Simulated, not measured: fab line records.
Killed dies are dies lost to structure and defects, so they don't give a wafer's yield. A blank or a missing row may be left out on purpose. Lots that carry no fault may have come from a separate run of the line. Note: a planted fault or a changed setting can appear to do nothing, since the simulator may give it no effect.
A struck lot beside a sound one + flow sfqLine + 14 steps out of a route of 325
Sound: these wafers, L806.4, L806.5, L806.6. Wafers struck: L815.1, L815.4, L815.5. The cause is given at the end.
Order at every step that has rows: each side's tool, ch and its chambers, its first start. Under that, the readings that differ: sound wafers + struck wafers + difference of the means + sigmas: that difference in standard deviations of wafers without a fault.
alike: readings with means less than 2 such deviations apart, plus words and numbers identical on both sides. not compared: withheld readings, readings lacking a value on some wafer, bounds such as >300 that could conceal the same value, and numbers that have no deviation in the record and whose values overlap.
The two part at a step that has a row with sigmas, a row that says differs or no value, or rows on one side only. Numbers that have no deviation but don't overlap get no sigmas and don't part them. Lack of a reading on every wafer of one side parts them only where that side has two or more wafers.

first, 2 steps without rows for these wafers: SFQ_TRILAYER_L0_VIA_STRIP_SOLV_CLEAN_018 (cleans in NMP, time 600 s); SFQ_TRILAYER_M0_DEP_PRE_CLEAN_020 (time 15 s).
SFQ_TRILAYER_M0_DEP_SPUTTER_019: material Nb, target thk 200 nm, time 133.3 s.
  sound: pvdSputter-03 at day 9 19:16; struck: pvdSputter-04 at day 12 21:18
  alike: throttleValvePct
SFQ_M0_RS_MEAS_904: a four-point-probe measurement.
  sound: filmMetro-03 at day 9 19:25; struck: filmMetro-04 at day 12 21:23
  alike: M0_NB_RS
then, 6 steps without rows for these wafers: SFQ_TRILAYER_M0_LITHO_COAT_026 (resist thk 62 nm); SFQ_TRILAYER_M0_LITHO_COAT_021 (resist thk 600 nm); SFQ_TRILAYER_M0_LITHO_SOFTBAKE_025; SFQ_TRILAYER_M0_LITHO_EXPOSE_022 (exposes mask M0, target cd 500 nm); SFQ_TRILAYER_M0_LITHO_PEB_024 (peb time 60 s); SFQ_TRILAYER_M0_LITHO_DEVELOP_023 (time 60 s).
-- the record jumps here: 6 days lie between the struck wafers' starts before and after --
SFQ_M0_OVL_MEAS_906:
  sound: overlay-01 at day 14 21:18; struck: overlay-01 at day 18 09:47
| reading     | sound | struck    | difference | sigmas |
|-------------|-------|-----------|------------|--------|
| M0_OVL (nm) | 2 3 7 | -9 -7 -14 | -14        | -2     |
SFQ_TRILAYER_M0_BARC_OPEN_METAL_ETCH_031: etches BARC in O2, target depth 125 nm, time 41.7 s.
  sound on rieMetal-02 ch 0,1, day 14 21:20; struck on rieMetal-02 ch 1, day 18 09:50
| reading                                            | sound             | struck            | difference | sigmas |
|----------------------------------------------------|-------------------|-------------------|------------|--------|
| model.KrF_of_TRILAYER_M0_LITHO_COAT_021.thkNm (nm) | 522.8 524.8 521.5 | 490.1 488.6 488.4 | -34.0      |        |
| model.SiO2_of_TRILAYER_L0_CAP_PECVD_011.thkNm (nm) | 55.39 55.55 56.04 | 53.37 54.55 55.38 | -1.23      |        |
  alike: drypumpMotorCurrentA, oesProductAu
  not compared: rfHoursCounterH
SFQ_TRILAYER_M0_ETCH_METAL_ETCH_024: etches Nb in Cl2/Ar, stops on SiO2, target depth 240 nm, time 120 s.
  sound on rieMetal-02 ch 0,1, day 14 21:25; struck on rieMetal-02 ch 1, day 18 09:57
| reading                                            | sound             | struck          | difference | sigmas |
|----------------------------------------------------|-------------------|-----------------|------------|--------|
| model.KrF_of_TRILAYER_M0_LITHO_COAT_021.thkNm (nm) | 387.5 389.5 382.8 | 349.2 347.1 347 | -38.8      |        |
  alike: drypumpMotorCurrentA, oesProductAu
  not compared: rfHoursCounterH
SFQ_TRILAYER_M0_STRIP_STRIP_025: strips in O2.
  sound on rieMetal-02 ch 0,1, day 14 21:43; struck on rieMetal-02 ch 1, day 18 10:12
  alike: drypumpMotorCurrentA, oesProductAu
  not compared: rfHoursCounterH

## WHERE THEY PART
SFQ_M0_OVL_MEAS_906 only, going by this record. Later steps at which nothing parts them and some readings are alike: SFQ_TRILAYER_M0_BARC_OPEN_METAL_ETCH_031, SFQ_TRILAYER_M0_ETCH_METAL_ETCH_024, SFQ_TRILAYER_M0_STRIP_STRIP_025.

WHY: what the simulator had put in
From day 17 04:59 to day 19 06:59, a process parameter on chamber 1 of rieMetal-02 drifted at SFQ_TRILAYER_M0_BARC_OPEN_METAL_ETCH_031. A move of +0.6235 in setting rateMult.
